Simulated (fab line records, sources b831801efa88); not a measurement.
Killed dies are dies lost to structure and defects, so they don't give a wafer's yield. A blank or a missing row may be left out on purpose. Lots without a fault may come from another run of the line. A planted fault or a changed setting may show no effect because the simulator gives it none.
Which tool did it? | flow gf180mcu | 14 lots, 42 wafers sampled, at 3 steps of a route of 602

WHAT THE GAUGES READ, wafer by wafer
GF_V1_THK_MEAS_01. Usual: V1_CVD_00_THK 599 nm, standard deviation 10.
lot  | measured     | on            | V1_CVD_00_THK (nm) | flag
L637 | day 17 04:52 | film_metro-01 | 604 612 591        |
L639 | day 17 20:07 | film_metro-03 | 594 593 580        |
L640 | day 18 11:40 | film_metro-03 | 601 615 615        |
L641 | day 18 17:05 | film_metro-03 | 601 586 598        |
L643 | day 19 12:56 | film_metro-04 | 614 607 619        |
L646 | day 20 11:30 | film_metro-04 | 597 593 612        |
L647 | day 21 02:20 | film_metro-04 | 585 583 592        |
L653 | day 23 01:25 | film_metro-03 | 605 598 596        |
L655 | day 23 15:44 | film_metro-03 | 573 584 582        |
L656 | day 23 22:36 | film_metro-04 | 592 593 590        |
L657 | day 24 08:27 | film_metro-03 | 601 610 607        |
L658 | day 24 21:55 | film_metro-04 | 599 601 598        |
L659 | day 24 23:41 | film_metro-01 | 609 600 613        |
L660 | day 25 06:44 | film_metro-03 | 612 603 608        |

GF_M3_THK_MEAS_06: measures by xrf. Usual: M3_ALCU_THK 437 nm, standard deviation 6.1.
lot  | measured     | on            | M3_ALCU_THK (nm) | flag
L637 | day 20 10:27 | film_metro-03 | 430 430 432      |
L639 | day 21 02:19 | film_metro-02 | 440 434 438      |
L640 | day 21 18:16 | film_metro-02 | 436 439 432      |
L641 | day 22 00:14 | film_metro-04 | 426 426 427      |
L643 | day 22 16:44 | film_metro-04 | 439 438 434      |
L646 | day 23 13:55 | film_metro-02 | 444 451 446      |
L647 | day 24 03:15 | film_metro-02 | 441 441 440      |
L653 | day 26 00:35 | film_metro-02 | 445 446 441      |
L655 | day 26 12:32 | film_metro-03 | 440 447 438      |
L656 | day 26 20:42 | film_metro-03 | 435 441 435      |
L657 | day 27 05:30 | film_metro-04 | 428 425 427      |
L658 | day 27 17:12 | film_metro-02 | 432 436 430      |
L659 | day 27 18:51 | film_metro-04 | 435 436 431      |
L660 | day 28 00:17 | film_metro-02 | 440 442 437      |

WHICH TOOL RAN EACH LOT (tool, then ch and the chambers of the sampled wafers, then the start)
lot  | GF_DUAL_GATE_STRIP_13
L637 | plasma_asher-02 ch 0,1, day 8 09:46
L639 | plasma_asher-03 ch 0,1, day 8 21:41
L640 | plasma_asher-01 ch 0,1, day 9 08:43
L641 | plasma_asher-01 ch 1, day 9 12:43
L643 | plasma_asher-02 ch 0,1, day 10 01:22
L646 | plasma_asher-01 ch 0,1, day 10 21:01
L647 | plasma_asher-01 ch 0,1, day 11 06:19
L653 | plasma_asher-03 ch 1, day 12 22:05
L655 | plasma_asher-02 ch 0,1, day 13 15:37
L656 | plasma_asher-03 ch 0,1, day 13 19:55
L657 | plasma_asher-01 ch 0,1, day 14 02:16
L658 | plasma_asher-02 ch 1, day 14 12:35
L659 | plasma_asher-01 ch 0,1, day 14 19:49
L660 | plasma_asher-01 ch 0,1, day 15 02:13
- GF_DUAL_GATE_STRIP_13: strips in O2/N2.

WHAT THE TOOLS THEMSELVES READ (means of the sampled wafers that have a number; where no wafer has one, the mark that the record gives instead)
GF_DUAL_GATE_STRIP_13. Usual: drypump_motor_current_A 5.5 A, standard deviation 0.31; heater_power_w 321 W, standard deviation 16; oes_product_au 0.716 a.u., standard deviation 0.0051; strip_time_to_endpoint_s 12.64 s, standard deviation 0.038.
lot  | tool            | drypump_motor_current_A (A) | heater_power_w (W) | oes_product_au (a.u.) | strip_time_to_endpoint_s (s) | flag
L637 | plasma_asher-02 | 5.2                         | 330                | 0.709                 | 12.67                        |
L639 | plasma_asher-03 | 5.6                         | 295                | 0.717                 | 12.60                        |
L640 | plasma_asher-01 | 5.5                         | 320                | 0.715                 | 12.67                        |
L641 | plasma_asher-01 | 5.5                         | 319                | 0.717                 | 12.66                        |
L643 | plasma_asher-02 | 5.6                         | 334                | 0.716                 | 12.57                        |
L646 | plasma_asher-01 | 5.5                         | 324                | 0.735                 | 12.30                        | OFF
L647 | plasma_asher-01 | 5.5                         | 322                | 0.733                 | 12.29                        | OFF
L653 | plasma_asher-03 | 5.6                         | 280                | 0.720                 | 12.64                        |
L655 | plasma_asher-02 | 5.6                         | 343                | 0.716                 | 12.67                        |
L656 | plasma_asher-03 | 5.6                         | 297                | 0.716                 | 12.65                        |
L657 | plasma_asher-01 | 5.5                         | 324                | 0.718                 | 12.58                        |
L658 | plasma_asher-02 | 4.8                         | 328                | 0.716                 | 12.62                        |
L659 | plasma_asher-01 | 5.5                         | 326                | 0.717                 | 12.65                        |
L660 | plasma_asher-01 | 5.5                         | 320                | 0.712                 | 12.66                        |

THE ANSWER, worked out from the rows above alone
Rule: a lot is off if the mean of its wafers that have a number lies more than 3 standard deviations from the usual mean. A lot without any number at a reading at which 4 lots or more have one is off too. The other lots that the step has rows for count as sound. The gauges are gone through in route order, then the tools' own readings, and for those a lot's mean is taken as printed above. The first step at which some lot is off is used, and at that step the reading that is off furthest; a lot without a number counts as furthest.
Off: L646, L647, at GF_DUAL_GATE_STRIP_13 (strip_time_to_endpoint_s).
A tool fits if, at that step or a process step before it, it ran every lot that is off, and no sound lot after the first of them. None of those tried fits.

WHAT THE SIMULATOR HAD PUT IN
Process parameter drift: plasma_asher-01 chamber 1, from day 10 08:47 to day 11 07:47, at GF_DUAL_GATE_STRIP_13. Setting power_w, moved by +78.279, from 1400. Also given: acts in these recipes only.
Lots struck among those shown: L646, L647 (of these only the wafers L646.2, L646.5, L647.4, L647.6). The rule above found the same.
